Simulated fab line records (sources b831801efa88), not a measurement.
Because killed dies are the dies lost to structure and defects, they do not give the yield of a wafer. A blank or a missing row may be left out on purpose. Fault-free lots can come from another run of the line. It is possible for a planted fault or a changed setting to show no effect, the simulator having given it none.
fab line records -- flow gf180mcu
record lots=5, wafers=15, last_day=33
route steps=602 shown MIM@517 M5@526 V5@540
lots untouched by any fault: they come from a run of this same line in which no faults occurred
start_h: hours from the record's first day to the start of the lot's first wafer shown -- wait_h: time in hours since the lot's previous step -- " repeats the value in the row above -- L1.1+2: a single row standing in for several wafers -- - no value, or no start was given -- * or withheld: withheld -- < > ~ a bound
route shown NAME@n: NAME is a module with steps in the file, n the number in the route of the first one -- usual: mean and standard deviation over wafers with no fault -- same: alike in all rows -- chamber/n: place in a boat -- sites: per-site readings -- _std_site: standard deviation across them -- _edge_site: the outer-site mean with the inner-site mean subtracted -- radius_mm: for every site, how far away it sits from the centre of the wafer -- mask NAME#n: copy n -- behind: the last tool/chamber to shape the wafer -- hold: cause of the lot's hold/its duration in hours/its outcome -- device: which transistor (n, p or np) failed to switch -- end of line: tests of these same wafers at the route's end -- for a step that has no rows: nothing shown but its recipe -- killed: dies that structure and defects cost at the first sort, which is not the same as the wafer's yield -- map: the dies of a wafer, with x for killed, . for not killed, _ for no die there
set.NAME: the setting the step ran with; set.NAME@STEP: the setting that earlier step ran with -- model.NAME: the simulator's own value behind a step, which no gauge read
certain route steps with their lots: each step a table, each wafer a row
services: when a tool's chamber went out of use (start_h, in hours from the record's first day, below 0 if earlier), for how many hours, and the reason
## steps
# step GF_MIM_COAT_14
# recipe resist=NOVOLAK, spin_rpm=3000, resist_thk_nm=1000
lot.wafer,tool,chamber,start_h,wait_h
L079.1+2+6,litho_track-01,0,612.24,0.1
L080.2+3+6,litho_track-03,0,619.16,0.1
L085.2+3+5,litho_track-03,0,659.56,0.1
L086.1+4+5,litho_track-02,0,665.90,0.1
L092.1+3+6,litho_track-02,0,705.24,0.1
# step GF_MIM_SOFTBAKE_15
# recipe temp_c=90, time_s=60, resist=NOVOLAK
lot.wafer,tool,chamber,start_h,wait_h
L079.1+2+6,litho_track-01,0,612.39,0.1
L080.2+3+6,litho_track-03,0,619.31,0.1
L085.2+3+5,litho_track-03,0,659.71,0.1
L086.1+4+5,litho_track-02,0,666.05,0.1
L092.1+3+6,litho_track-02,0,705.39,0.1
# step GF_MIM_EXPOSE_16
# recipe mask_id=FuseTop, target_cd_nm=2000, na=0.6, source_shape=conventional, sigma_outer=0.6, dose_mj=140
# same na=0.6
lot.wafer,tool,chamber,start_h,wait_h,mask
L079.1+2+6,iline_stepper-02,0,-,-,FuseTop#0
L080.2+3+6,iline_stepper-02,0,-,-,FuseTop#0
L085.2+3+5,iline_stepper-01,0,-,-,FuseTop#0
L086.1+4+5,iline_stepper-02,0,-,-,FuseTop#0
L092.1+3+6,iline_stepper-01,0,-,-,FuseTop#0
# step GF_MIM_PEB_17
# recipe temp_c=withheld, time_s=*, resist=NOVOLAK
lot.wafer,tool,chamber,start_h,wait_h
L079.1+2+6,litho_track-03,0,-,-
L080.2+3+6,litho_track-01,0,-,-
L085.2+3+5,litho_track-02,0,-,-
L086.1+4+5,litho_track-01,0,-,-
L092.1+3+6,litho_track-03,0,-,-
# step GF_MIM_DEVELOP_18
# recipe develop_time_s=60, dev_temp_c=23
lot.wafer,tool,chamber,start_h,wait_h
L079.1+2+6,litho_track-03,0,622.54,0.1
L080.2+3+6,litho_track-01,0,629.51,0.1
L085.2+3+5,litho_track-02,0,669.37,0.1
L086.1+4+5,litho_track-01,0,675.64,0.1
L092.1+3+6,litho_track-03,0,714.04,0.1
# step GF_MIM_METAL_ETCH_19
# recipe chemistry=Cl2/BCl3, mask_material=NOVOLAK, stop_on=Si3N4, target_depth_nm=324.5, pressure_mtorr=8, icp_w=800, bias_w=140, Cl2_flow_sccm=80, bcl3_flow_sccm=40, time_s=54.1
# usual chamber_pressure_mTorr=8.001/0.0061, drypump_motor_current_A=6.0/0.46, oes_product_au=0.944/0.0073, throttle_valve_pct=28.282/0.011
lot.wafer,tool,chamber,start_h,wait_h,chamber_pressure_mTorr,drypump_motor_current_A,oes_product_au,rf_hours_counter_h,throttle_valve_pct
L079.1,rie_metal-02,1,622.69,0.1,8.001,6.0,0.952,0,28.289
L079.2,rie_metal-02,0,622.69,0.1,8.001,6.0,0.941,4,28.286
L079.6,rie_metal-02,1,622.69,0.1,7.997,6.0,0.942,-,28.281
L080.2,rie_metal-03,1,629.64,0.1,8.013,5.2,0.935,8,28.301
L080.3,rie_metal-03,0,629.64,0.1,8.003,6.6,0.940,-,28.285
L080.6,rie_metal-03,0,629.64,0.1,7.992,6.6,0.932,-,28.293
L085.2,rie_metal-04,0,669.49,0.1,8.002,6.4,0.953,6,28.284
L085.3,rie_metal-04,0,669.49,0.1,7.994,6.4,0.940,-,28.292
L085.5,rie_metal-04,1,669.49,0.1,7.997,5.5,0.943,-,28.288
L086.1,rie_metal-02,0,675.79,0.1,8.004,6.0,0.944,5,28.284
L086.4,rie_metal-02,1,675.79,0.1,7.997,5.9,0.950,-,28.278
L086.5,rie_metal-02,0,675.79,0.1,7.997,6.0,0.946,-,28.265
L092.1,rie_metal-04,1,714.19,0.1,8.007,5.5,0.927,7,28.291
L092.3,rie_metal-04,0,714.19,0.1,8.009,6.5,0.939,-,28.279
L092.6,rie_metal-04,0,714.19,0.1,8.008,6.5,0.946,-,28.271
# step GF_MIM_STRIP_20
# recipe chemistry=O2/N2, power_w=1400, pressure_mtorr=1500, platen_temp_c=250, o2_flow_sccm=3000, n2_flow_sccm=300, overash_fraction=0.5
# usual chamber_pressure_mTorr=1500.2/1.4, drypump_motor_current_A=5.7/0.58, heater_power_w=354/18, oes_product_au=0.691/0.0052, platen_temp_c=250.00/0.18, strip_time_to_endpoint_s=11.20/0.044
lot.wafer,tool,chamber,start_h,wait_h,chamber_pressure_mTorr,drypump_motor_current_A,heater_power_w,oes_product_au,platen_temp_c,rf_hours_counter_h,strip_time_to_endpoint_s
L079.1,plasma_asher-03,1,622.76,0.0,1501.4,6.1,371,0.684,249.95,96,11.14
L079.2,plasma_asher-03,0,622.76,0.0,1501.3,5.4,343,0.692,249.98,96,11.18
L079.6,plasma_asher-03,1,622.76,0.0,1499.4,6.1,369,0.686,250.16,-,11.20
L080.2,plasma_asher-03,1,629.71,0.0,1499.9,6.1,366,0.697,250.07,97,11.20
L080.3,plasma_asher-03,1,629.71,0.0,1502.2,6.1,392,0.692,250.02,-,11.22
L080.6,plasma_asher-03,0,629.71,0.0,1500.9,5.5,333,0.691,249.86,-,11.21
L085.2,plasma_asher-03,0,669.59,0.1,1497.6,5.5,346,0.685,249.98,102,11.17
L085.3,plasma_asher-03,1,669.59,0.1,1500.0,6.1,376,0.693,250.02,-,11.20
L085.5,plasma_asher-03,1,669.59,0.1,1501.3,6.1,366,0.691,249.97,-,11.16
L086.1,plasma_asher-04,1,675.86,0.0,1500.3,5.1,375,0.688,249.76,91,11.18
L086.4,plasma_asher-04,0,675.86,0.0,1501.3,4.9,342,0.695,249.95,-,11.18
L086.5,plasma_asher-04,1,675.86,0.0,1497.6,5.1,387,0.685,249.62,-,11.21
L092.1,plasma_asher-02,0,714.26,0.0,1501.6,6.6,373,0.683,249.98,65,11.08
L092.3,plasma_asher-02,1,714.26,0.0,1499.0,5.7,335,0.681,250.23,-,11.13
L092.6,plasma_asher-02,0,714.26,0.0,1498.9,6.6,365,0.689,250.01,-,11.13
# step GF_MIM_STRIP_21
# recipe chemistry=post_etch_residue_remover, time_s=1200, temp_c=72.5
lot.wafer,tool,chamber,start_h,wait_h
L079.1+2+6,wet_bench-04,2,622.86,0.1
L080.2+3+6,wet_bench-04,1,629.81,0.1
L085.2+3+5,wet_bench-02,0,669.69,0.1
L086.1+4+5,wet_bench-01,1,675.96,0.1
L092.1+3+6,wet_bench-04,3,714.36,0.1
# step GF_MIM_CLEAN_22
# recipe chemistry=DIW, dry=n2_spin
lot.wafer,tool,chamber,start_h,wait_h
L079.1+2+6,wet_bench-02,3,623.20,0.0
L080.2+3+6,wet_bench-02,2,630.15,0.0
L085.2+3+5,wet_bench-04,3,670.03,0.0
L086.1+4+5,wet_bench-04,1,676.30,0.0
L092.1+3+6,wet_bench-01,2,715.10,0.0
# step GF_M5_DEHYDRATE_00
# recipe temp_c=200, time_s=60
lot.wafer,tool,chamber,start_h,wait_h
L079.1+2+6,litho_track-04,0,633.08,9.8
L080.2+3+6,litho_track-01,0,640.31,10.1
L085.2+3+5,litho_track-01,0,679.56,9.4
L086.1+4+5,litho_track-03,0,685.94,9.5
L092.1+3+6,litho_track-04,0,723.78,8.6
# step GF_M5_HMDS_01
# recipe prime_time_s=60, prime_temp_c=120
# usual prime_temp_c=120.00/0.14
lot.wafer,tool,chamber,start_h,wait_h,prime_temp_c
L079.1,litho_track-04,0,633.23,0.1,119.90
L079.2,litho_track-04,0,633.23,0.1,120.19
L079.6,litho_track-04,0,633.23,0.1,120.00
L080.2,litho_track-01,0,640.46,0.1,120.05
L080.3,litho_track-01,0,640.46,0.1,120.00
L080.6,litho_track-01,0,640.46,0.1,120.06
L085.2,litho_track-01,0,679.71,0.1,120.05
L085.3,litho_track-01,0,679.71,0.1,119.87
L085.5,litho_track-01,0,679.71,0.1,120.15
L086.1,litho_track-03,0,686.09,0.1,119.80
L086.4,litho_track-03,0,686.09,0.1,119.81
L086.5,litho_track-03,0,686.09,0.1,119.74
L092.1,litho_track-04,0,723.93,0.1,119.87
L092.3,litho_track-04,0,723.93,0.1,120.30
L092.6,litho_track-04,0,723.93,0.1,119.99
# step GF_M5_COAT_02
# recipe resist=KrF, spin_rpm=withheld, resist_thk_nm=1000
lot.wafer,tool,chamber,start_h,wait_h
L079.1+2+6,litho_track-04,0,633.38,0.1
L080.2+3+6,litho_track-01,0,640.61,0.1
L085.2+3+5,litho_track-01,0,679.86,0.1
L086.1+4+5,litho_track-03,0,686.24,0.1
L092.1+3+6,litho_track-04,0,724.08,0.1
# step GF_M5_SOFTBAKE_03
# recipe temp_c=130, time_s=60, resist=KrF
lot.wafer,tool,chamber,start_h,wait_h
L079.1+2+6,litho_track-04,0,633.53,0.1
L080.2+3+6,litho_track-01,0,640.76,0.1
L085.2+3+5,litho_track-01,0,680.01,0.1
L086.1+4+5,litho_track-03,0,686.39,0.1
L092.1+3+6,litho_track-04,0,724.23,0.1
# step GF_M5_EXPOSE_04
# recipe mask_id=Metal5, target_cd_nm=280, na=0.68, source_shape=conventional, sigma_outer=0.6, dose_mj=28
# same na=0.68
lot.wafer,tool,chamber,start_h,wait_h,mask
L079.1+2+6,krf_scanner-02,0,-,-,Metal5#0
L080.2+3+6,krf_scanner-02,0,-,-,Metal5#0
L085.2+3+5,krf_scanner-01,0,-,-,Metal5#0
L086.1+4+5,krf_scanner-01,0,-,-,Metal5#0
L092.1+3+6,krf_scanner-01,0,-,-,Metal5#0
# step GF_M5_PEB_05
# recipe peb_temp_c=135, peb_time_s=90, resist=KrF
# same peb_time_s=90
lot.wafer,tool,chamber,start_h,wait_h
L079.1+2+6,litho_track-03,0,-,-
L080.2+3+6,litho_track-01,0,-,-
L085.2+3+5,litho_track-01,0,-,-
L086.1+4+5,litho_track-04,0,-,-
L092.1+3+6,litho_track-03,0,-,-
# step GF_M5_DEVELOP_06
# recipe develop_time_s=60, dev_temp_c=21
lot.wafer,tool,chamber,start_h,wait_h
L079.1+2+6,litho_track-03,0,643.79,0.2
L080.2+3+6,litho_track-01,0,650.36,0.2
L085.2+3+5,litho_track-01,0,689.71,0.2
L086.1+4+5,litho_track-04,0,695.33,0.2
L092.1+3+6,litho_track-03,0,732.64,0.2
# step GF_M5_CD_MEAS_07
# recipe target_cd_nm=280
# usual cd_nm=279.9/1.2
lot.wafer,tool,chamber,start_h,wait_h,cd_nm
L079.1,cd_sem-02,-,643.94,0.1,280.7
L079.2,cd_sem-02,-,643.94,0.1,280.0
L079.6,cd_sem-02,-,643.94,0.1,280.6
L080.2,cd_sem-02,-,650.51,0.1,279.6
L080.3,cd_sem-02,-,650.51,0.1,279.8
L080.6,cd_sem-02,-,650.51,0.1,279.4
L085.2,cd_sem-01,-,689.86,0.1,279.7
L085.3,cd_sem-01,-,689.86,0.1,280.5
L085.5,cd_sem-01,-,689.86,0.1,279.5
L086.1,cd_sem-01,-,695.48,0.1,277.4
L086.4,cd_sem-01,-,695.48,0.1,279.5
L086.5,cd_sem-01,-,695.48,0.1,279.2
L092.1,cd_sem-01,-,732.79,0.1,279.4
L092.3,cd_sem-01,-,732.79,0.1,278.5
L092.6,cd_sem-01,-,732.79,0.1,279.2
# step GF_M5_OVL_MEAS_08
# usual M5_OVL=0/4.6
lot.wafer,tool,chamber,start_h,wait_h,M5_OVL[nm]
L079.1,overlay-02,-,644.06,0.1,1
L079.2,overlay-02,-,644.06,0.1,-8
L079.6,overlay-02,-,644.06,0.1,-1
L080.2,overlay-01,-,650.61,0.1,-2
L080.3,overlay-01,-,650.61,0.1,-4
L080.6,overlay-01,-,650.61,0.1,-5
L085.2,overlay-02,-,689.96,0.1,-5
L085.3,overlay-02,-,689.96,0.1,6
L085.5,overlay-02,-,689.96,0.1,1
L086.1,overlay-02,-,695.60,0.1,-3
L086.4,overlay-02,-,695.60,0.1,4
L086.5,overlay-02,-,695.60,0.1,0
L092.1,overlay-01,-,732.91,0.1,-1
L092.3,overlay-01,-,732.91,0.1,1
L092.6,overlay-01,-,732.91,0.1,0
# step GF_M5_ETCH_09
# recipe chemistry=CF4/O2, target=Si3N4, target_depth_nm=52, source_w=800, bias_w=150, pressure_mtorr=150, cf4_flow_sccm=80, O2_flow_sccm=10, time_s=11.6
# usual O2_flow_sccm=10.00/0.03, chamber_pressure_mTorr=150.00/0.13, drypump_motor_current_A=5.7/0.51, oes_product_au=1.000/0.0079, throttle_valve_pct=5.969/0.0093
lot.wafer,tool,chamber,start_h,wait_h,O2_flow_sccm,chamber_pressure_mTorr,drypump_motor_current_A,oes_product_au,rf_hours_counter_h,throttle_valve_pct
L079.1,rie_diel-04,3,644.09,0.0,9.99,149.88,5.8,0.997,5,5.966
L079.2,rie_diel-04,1,644.09,0.0,10.00,149.84,5.6,0.987,15,5.976
L079.6,rie_diel-04,2,644.09,0.0,9.99,149.87,5.1,0.997,-,5.978
L080.2,rie_diel-01,0,650.64,0.0,10.00,149.64,6.0,1.001,4,5.973
L080.3,rie_diel-01,2,650.64,0.0,9.98,149.92,6.8,1.007,5,5.980
L080.6,rie_diel-01,1,650.64,0.0,10.03,149.92,6.0,1.000,-,5.969
L085.2,rie_diel-02,1,689.99,0.0,9.97,149.91,5.8,0.993,43,5.977
L085.3,rie_diel-02,2,689.99,0.0,9.94,149.90,6.0,0.997,5,5.977
L085.5,rie_diel-02,2,689.99,0.0,10.03,149.98,6.0,0.998,-,5.960
L086.1,rie_diel-01,1,695.63,0.0,10.01,150.02,6.0,0.994,5,5.955
L086.4,rie_diel-01,3,695.63,0.0,10.00,150.01,5.5,0.987,49,5.984
L086.5,rie_diel-01,3,695.63,0.0,10.04,150.01,5.5,0.987,-,5.963
L092.1,rie_diel-02,0,732.94,0.0,10.01,149.73,5.3,1.000,13,5.970
L092.3,rie_diel-02,1,732.94,0.0,10.05,150.08,5.7,0.981,45,5.970
L092.6,rie_diel-02,1,732.94,0.0,9.96,150.09,5.8,0.992,-,5.962
# step GF_M5_METAL_ETCH_10
# recipe chemistry=Cl2/BCl3, mask_material=KrF, target_depth_nm=627.5, stop_on=SiO2, pressure_mtorr=8, icp_w=800, bias_w=140, Cl2_flow_sccm=80, bcl3_flow_sccm=40, time_s=104.6
# usual chamber_pressure_mTorr=8.000/0.0068, drypump_motor_current_A=5.96/0.29, oes_product_au=0.974/0.0056, throttle_valve_pct=28.248/0.0094
lot.wafer,tool,chamber,start_h,wait_h,chamber_pressure_mTorr,drypump_motor_current_A,oes_product_au,rf_hours_counter_h,throttle_valve_pct
L079.1,rie_metal-02,1,644.12,0.0,7.995,5.92,0.985,0.9,28.243
L079.2,rie_metal-02,0,644.12,0.0,8.005,6.05,0.981,4.3,28.236
L079.6,rie_metal-02,0,644.12,0.0,8.000,6.06,0.977,-,28.231
L080.2,rie_metal-02,1,650.67,0.0,8.006,5.94,0.967,1.1,28.235
L080.3,rie_metal-02,1,650.67,0.0,8.007,5.94,0.967,-,28.266
L080.6,rie_metal-02,1,650.67,0.0,8.001,5.96,0.974,-,28.234
L085.2,rie_metal-04,1,690.02,0.0,8.010,5.49,0.962,6.2,28.235
L085.3,rie_metal-04,0,690.02,0.0,8.006,6.43,0.975,-,28.243
L085.5,rie_metal-04,1,690.02,0.0,7.997,5.48,0.974,-,28.242
L086.1,rie_metal-04,0,695.65,0.0,8.004,6.43,0.978,7.3,28.244
L086.4,rie_metal-04,0,695.65,0.0,7.992,6.42,0.965,-,28.247
L086.5,rie_metal-04,0,695.65,0.0,7.999,6.44,0.974,-,28.253
L092.1,rie_metal-01,1,732.97,0.0,7.987,5.92,0.971,4.0,28.251
L092.3,rie_metal-01,0,732.97,0.0,7.993,5.91,0.974,-,28.249
L092.6,rie_metal-01,1,732.97,0.0,8.003,5.92,0.974,-,28.246
# step GF_M5_STRIP_11
# recipe chemistry=O2/N2, power_w=1400, pressure_mtorr=1500, platen_temp_c=250, o2_flow_sccm=3000, n2_flow_sccm=300, overash_fraction=0.5
# usual chamber_pressure_mTorr=1500.0/1.4, drypump_motor_current_A=5.8/0.49, heater_power_w=354/30, oes_product_au=0.543/0.0051, platen_temp_c=250.01/0.16, strip_time_to_endpoint_s=7.52/0.045
lot.wafer,tool,chamber,start_h,wait_h,chamber_pressure_mTorr,drypump_motor_current_A,heater_power_w,oes_product_au,platen_temp_c,rf_hours_counter_h,strip_time_to_endpoint_s
L079.1,plasma_asher-01,0,644.23,0.1,1498.9,5.1,302,0.537,250.15,23,7.50
L079.2,plasma_asher-01,1,644.23,0.1,1500.3,5.3,409,0.544,249.81,23,7.55
L079.6,plasma_asher-01,0,644.23,0.1,1500.2,5.1,295,0.544,249.97,-,7.56
L080.2,plasma_asher-02,0,650.78,0.1,1501.2,6.6,364,0.544,249.88,58,7.46
L080.3,plasma_asher-02,1,650.78,0.1,1500.9,5.7,339,0.533,249.71,-,7.45
L080.6,plasma_asher-02,1,650.78,0.1,1501.1,5.7,335,0.549,250.16,-,7.49
L085.2,plasma_asher-02,0,690.13,0.1,1499.8,6.6,363,0.539,250.02,62,7.43
L085.3,plasma_asher-02,0,690.13,0.1,1499.3,6.6,366,0.546,250.20,-,7.45
L085.5,plasma_asher-02,0,690.13,0.1,1500.9,6.6,351,0.535,250.15,-,7.41
L086.1,plasma_asher-03,0,695.77,0.1,1500.4,5.4,352,0.533,250.21,104,7.49
L086.4,plasma_asher-03,0,695.77,0.1,1498.0,5.5,345,0.542,250.27,-,7.50
L086.5,plasma_asher-03,0,695.77,0.1,1501.6,5.4,339,0.541,249.92,-,7.49
L092.1,plasma_asher-02,0,733.08,0.1,1501.2,6.6,365,0.544,249.83,67,7.52
L092.3,plasma_asher-02,0,733.08,0.1,1501.6,6.6,362,0.541,249.96,-,7.56
L092.6,plasma_asher-02,0,733.08,0.1,1501.7,6.6,366,0.541,249.89,-,7.53
# step GF_M5_STRIP_12
# recipe chemistry=post_etch_residue_remover, time_s=1200, temp_c=72.5
lot.wafer,tool,chamber,start_h,wait_h
L079.1+2+6,wet_bench-04,1,644.33,0.1
L080.2+3+6,wet_bench-02,0,650.88,0.1
L085.2+3+5,wet_bench-03,1,690.23,0.1
L086.1+4+5,wet_bench-03,0,695.87,0.1
L092.1+3+6,wet_bench-04,2,733.18,0.1
# step GF_M5_CLEAN_13
# recipe chemistry=DIW, dry=n2_spin
lot.wafer,tool,chamber,start_h,wait_h
L079.1+2+6,wet_bench-02,1,644.70,0.0
L080.2+3+6,wet_bench-03,0,651.22,0.0
L085.2+3+5,wet_bench-04,1,690.57,0.0
L086.1+4+5,wet_bench-04,0,696.24,0.0
L092.1+3+6,wet_bench-02,0,733.52,0.0
# step GF_V5_CVD_00
# recipe material=SiO2, target_thk_nm=300, sigma_open_frac=0.3, temp_c=400, time_s=50, sih4_flow_sccm=60, pressure_mtorr=6
lot.wafer,tool,chamber,start_h,wait_h
L079.1+2+6,hdpcvd-02,"0,1,1",644.79,0.0
L080.2+3+6,hdpcvd-02,"1,0,0",651.32,0.0
L085.2+3+5,hdpcvd-02,"2,0,0",690.68,0.0
L086.1+4+5,hdpcvd-02,"2,0,1",696.34,0.0
L092.1+3+6,hdpcvd-02,"2,1,0",733.61,0.0
# step GF_V5_THK_MEAS_01
# recipe reads=SiO2_of_V5_CVD_00
# usual V5_CVD_00_THK=299.2/2.9
lot.wafer,tool,chamber,start_h,wait_h,V5_CVD_00_THK[nm]
L079.1,film_metro-04,-,644.84,0.0,297.8
L079.2,film_metro-04,-,644.84,0.0,299.6
L079.6,film_metro-04,-,644.84,0.0,300.1
L080.2,film_metro-01,-,651.43,0.1,294.0
L080.3,film_metro-01,-,651.43,0.1,295.1
L080.6,film_metro-01,-,651.43,0.1,299.8
L085.2,film_metro-03,-,690.73,0.0,298.1
L085.3,film_metro-03,-,690.73,0.0,301.7
L085.5,film_metro-03,-,690.73,0.0,297.3
L086.1,film_metro-01,-,696.38,0.0,302.1
L086.4,film_metro-01,-,696.38,0.0,296.8
L086.5,film_metro-01,-,696.38,0.0,302.9
L092.1,film_metro-03,-,733.66,0.0,299.8
L092.3,film_metro-03,-,733.66,0.0,297.8
L092.6,film_metro-03,-,733.66,0.0,298.2
## services
tool,chamber,start_h,hours,kind
hdpcvd-02,-,589.42,2.8,pm
krf_scanner-02,-,595.47,0.8,repair
rie_metal-04,-,597.14,1.0,repair
krf_scanner-01,-,602.69,1.0,pm
plasma_asher-04,-,604.55,0.5,repair
rie_diel-02,1,609.68,19.9,repair
krf_scanner-01,-,609.90,1.7,repair
plasma_asher-02,-,617.51,28.1,pm
plasma_asher-03,-,617.92,4.5,repair
krf_scanner-01,-,625.31,1.3,pm
rie_diel-01,2,642.56,6.7,repair
rie_diel-02,-,643.35,0.3,repair
wet_bench-04,-,647.00,1.8,repair
rie_diel-01,3,649.65,4.3,repair
iline_stepper-01,-,653.71,0.6,repair
hdpcvd-02,0,669.44,6.2,repair
krf_scanner-02,-,679.75,0.8,pm
plasma_asher-03,-,682.79,2.2,repair
krf_scanner-02,-,690.46,1.0,pm
iline_stepper-01,-,691.21,1.7,pm
plasma_asher-03,-,714.05,0.8,repair
iline_stepper-01,-,718.24,8.9,pm
krf_scanner-01,-,718.98,0.8,pm
iline_stepper-02,-,733.59,1.7,pm
## key
fault none
